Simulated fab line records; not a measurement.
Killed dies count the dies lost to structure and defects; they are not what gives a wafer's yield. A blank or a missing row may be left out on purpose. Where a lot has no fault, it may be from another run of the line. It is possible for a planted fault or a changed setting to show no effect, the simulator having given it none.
A struck lot beside a sound one / flow sky130 / 22 steps out of a route of 708
Sound: the wafers L868.1, L868.2, L868.6. The struck wafers were L864.1, L864.2, L864.4. The cause is named last.
Each step with rows lists, per side, the tool, then ch with its chambers, then its first start. Under that, the readings that differ: sound wafers / struck wafers / difference of the means / sigmas: that difference in standard deviations of wafers without a fault.
alike: readings with means less than 2 such deviations apart, plus words and numbers identical on both sides. not compared: withheld readings, readings lacking a value on some wafer, bounds such as >300 that could conceal the same value, and numbers that have no deviation in the record and whose values overlap.
The two part at a step that has a row with sigmas, a row that says differs or no value, or rows on one side only. Non-overlapping numbers with no deviation appear without sigmas and do not part them. A reading missing from all wafers of one side parts the sides only when that side holds two or more wafers.

first, 2 steps without rows for these wafers: SKY_POLY_GATE_CLEAN_19 (cleans in SC1/SC2, time 150 s); SKY_POLY_GATE_OXIDATION_20 (stabilise 600 s, purge 300 s, target thk 4 nm).
SKY_POLY_GATE_THK_MEAS_21:
  sound on film_metro-02 at day 24 10:49; struck on film_metro-01 at day 22 17:51
  alike: POLY_GATE_OXIDATION_THK
SKY_POLY_GATE_CD_MEAS_22:
  sound on cd_sem-01 at day 24 10:52; struck on cd_sem-01 at day 22 17:55
  alike: cd_nm
then, 7 steps without rows for these wafers: SKY_LDD_N_DEHYDRATE_00 (time 60 s); SKY_LDD_N_HMDS_01 (prime time 60 s); SKY_LDD_N_COAT_02 (resist thk 300 nm); SKY_LDD_N_SOFTBAKE_03 (time 60 s); SKY_LDD_N_EXPOSE_04 (exposes mask NTM, target cd 840 nm); SKY_LDD_N_PEB_05; SKY_LDD_N_DEVELOP_06 (develop time 60 s).
SKY_LDD_N_OVL_MEAS_07:
  sound on overlay-01 at day 25 15:43; struck on overlay-02 at day 24 00:10
  alike: LDD_N_OVL
SKY_LDD_N_IMPLANT_08:
  struck on implanter-01, day 24 00:12; sound on implanter-01 ch 0, day 25 15:45
  no value came back on the struck wafers for any of 5 readings (beam_energy_keV, beam_on_s (s) and others); on the sound wafers beam_energy_keV reads 19.994 19.994 19.998
then, 7 steps without rows for these wafers: SKY_LDD_N_IMPLANT_09; SKY_LDD_N_IMPLANT_10; SKY_LDD_N_IMPLANT_11; SKY_LDD_N_IMPLANT_12; SKY_LDD_N_IMPLANT_13; SKY_LDD_N_IMPLANT_14; SKY_LDD_N_IMPLANT_15.
SKY_LDD_N_STRIP_16: strips in O2/N2.
  sound on plasma_asher-04 ch 0,1, day 25 16:57; struck on plasma_asher-02 ch 0,1, day 24 01:24
reading=strip_time_to_endpoint_s (s); sound=4.321 4.307 4.303; struck=4.131 4.129 4.133; difference=-0.179; sigmas=-11
  alike: drypump_motor_current_A, oes_product_au
  not compared: rf_hours_counter_h
SKY_LDD_N_TW_MEAS_17:
  sound on film_metro-03 at day 25 17:03; struck on film_metro-04 at day 24 01:30
reading=LDD_N_TW; sound=2592 2603 2590; struck=2424 2422 2438; difference=-167; sigmas=-9

## WHERE THEY PART
Earliest at SKY_LDD_N_IMPLANT_08; latest, in this record, at SKY_LDD_N_TW_MEAS_17.

WHY: the cause the simulator had injected
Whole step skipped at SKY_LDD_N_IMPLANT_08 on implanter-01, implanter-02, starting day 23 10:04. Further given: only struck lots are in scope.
